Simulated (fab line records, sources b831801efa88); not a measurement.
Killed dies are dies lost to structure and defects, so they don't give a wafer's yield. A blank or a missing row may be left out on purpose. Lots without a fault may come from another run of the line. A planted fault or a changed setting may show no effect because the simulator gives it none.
Chamber matching | flow gf180mcu | GF_CONTACT_ETCH_16 on rie_diel-01: 4 sister chambers
The step etches BARC in N2/H2. 14 wafers are shown with their chamber, then 7 later ones without.

WAFERS WITH THEIR CHAMBER
wafer  | chamber | throttle_valve_pct (%) | oes_product_au (a.u.)
L876.3 | 0       | 13.220                 | 0.858
L876.4 | 2       | 13.222                 | 0.855
L876.6 | 2       | 13.218                 | 0.857
L878.2 | 3       | 13.245                 | 0.856
L878.5 | 3       | 13.234                 | 0.852
L878.6 | 0       | 13.223                 | 0.857
L879.2 | 0       | 13.238                 | 0.850
L879.3 | 2       | 13.223                 | 0.852
L879.5 | 1       | 13.235                 | 0.857
L882.1 | 1       | 13.217                 | 0.855
L882.5 | 2       | 13.239                 | 0.858
L882.6 | 1       | 13.230                 | 0.855
L884.3 | 0       | 13.235                 | 0.848
L884.4 | 2       | 13.217                 | 0.858

SIGNATURES (means of the wafers above)
reading            | chamber 0 | chamber 1 | chamber 2 | chamber 3 | scatter within a chamber
throttle_valve_pct | 13.22900  | 13.22733  | 13.22380  | 13.23950  | 0.00884
oes_product_au     | 0.85325   | 0.85567   | 0.85600   | 0.85400   | 0.00334
Rule: a wafer's distance from a chamber is the root of the sum, over the readings, of the square of ((its reading less the chamber's mean) divided by the reading's scatter). The wafer belongs to the nearest chamber; if the next one is less than 2 further off, it can't be placed. The scatter: the root of (the sum of the squares of (reading less its chamber's mean) over the shown wafers, divided by (wafers less chambers)).

WAFERS WITHOUT THEIR CHAMBER
wafer  | throttle_valve_pct (%) | oes_product_au (a.u.)
L884.5 | 13.230                 | 0.852
L887.1 | 13.229                 | 0.857
L887.4 | 13.225                 | 0.847
L887.6 | 13.224                 | 0.852
L888.1 | 13.217                 | 0.858
L888.3 | 13.239                 | 0.845
L888.6 | 13.229                 | 0.854

WHICH CHAMBER EACH WENT THROUGH
wafer  | from the rows above               | in truth
L884.5 | can't be placed: 0 or 1 or 3 or 2 | 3
L887.1 | can't be placed: 1 or 2 or 0 or 3 | 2
L887.4 | can't be placed: 0 or 1 or 3 or 2 | 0
L887.6 | can't be placed: 0 or 1 or 2 or 3 | 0
L888.1 | can't be placed: 2 or 1 or 0 or 3 | 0
L888.3 | can't be placed: 3 or 0 or 1 or 2 | 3
L888.6 | can't be placed: 0 or 1 or 2 or 3 | 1
Placed correctly: 0 of 7. Can't be placed from these rows: 7 (the true chamber is among the candidates in 7). Placed wrongly: 0.
